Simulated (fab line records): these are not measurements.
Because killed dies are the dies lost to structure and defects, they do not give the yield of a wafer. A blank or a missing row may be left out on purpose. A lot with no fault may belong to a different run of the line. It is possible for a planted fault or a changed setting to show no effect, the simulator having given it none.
What tool caused it? -- flow sky130 -- 36 wafers sampled from 12 lots at 1 step of a route of 708

## WHAT EACH GAUGE READ, for each wafer
SKY_FIELD_ISO_CD_MEAS_13 targets a cd of 150 nm.
lot,measured,on,cdNm (nm)
L075,day 2 09:54,cdSem-02,148.3 147.4 148.0
L077,day 2 19:19,cdSem-02,147.7 148.4 149.9
L079,day 3 07:19,cdSem-02,148.8 149.4 148.9
L081,day 3 17:30,cdSem-01,147.0 149.1 146.6
L083,day 4 02:28,cdSem-01,148.1 149.2 148.2
L085,day 4 13:17,cdSem-01,150.9 149.6 150.6
L087,day 5 00:32,cdSem-01,148.9 149.2 149.5
L089,day 5 09:52,cdSem-01,148.5 150.2 149.2
L091,day 5 20:13,cdSem-01,148.7 147.6 148.5
L093,day 6 08:56,cdSem-01,151.3 153.1 152.2
L095,day 6 17:09,cdSem-02,149.9 150.3 150.5
L097,day 7 06:22,cdSem-01,149.4 149.6 148.1

## TOOL THAT RAN EACH LOT (tool first, then ch and the chambers of the sampled wafers, then the start)
Before these readings, the record contains no process step.

## THE ANSWER, worked out from the rows above alone
Rule: what is usual is taken from the lots themselves. Put in order of their means at a reading, lots are off if they are a third of the lots or fewer, leave a main group of 4 or more, and stand apart from it by a gap of 3 or more times the standard deviation of the main group's means; of several such gaps the widest counts. Not used: any main group whose means are identical at the precision the tables above print for the reading. A lot without any number at a reading at which 4 lots or more have one is off too. Any other lot the step has rows for is counted as sound.
None of the lots is off at any reading shown; this tells nothing.

## WHAT THE SIMULATOR HAD INSERTED
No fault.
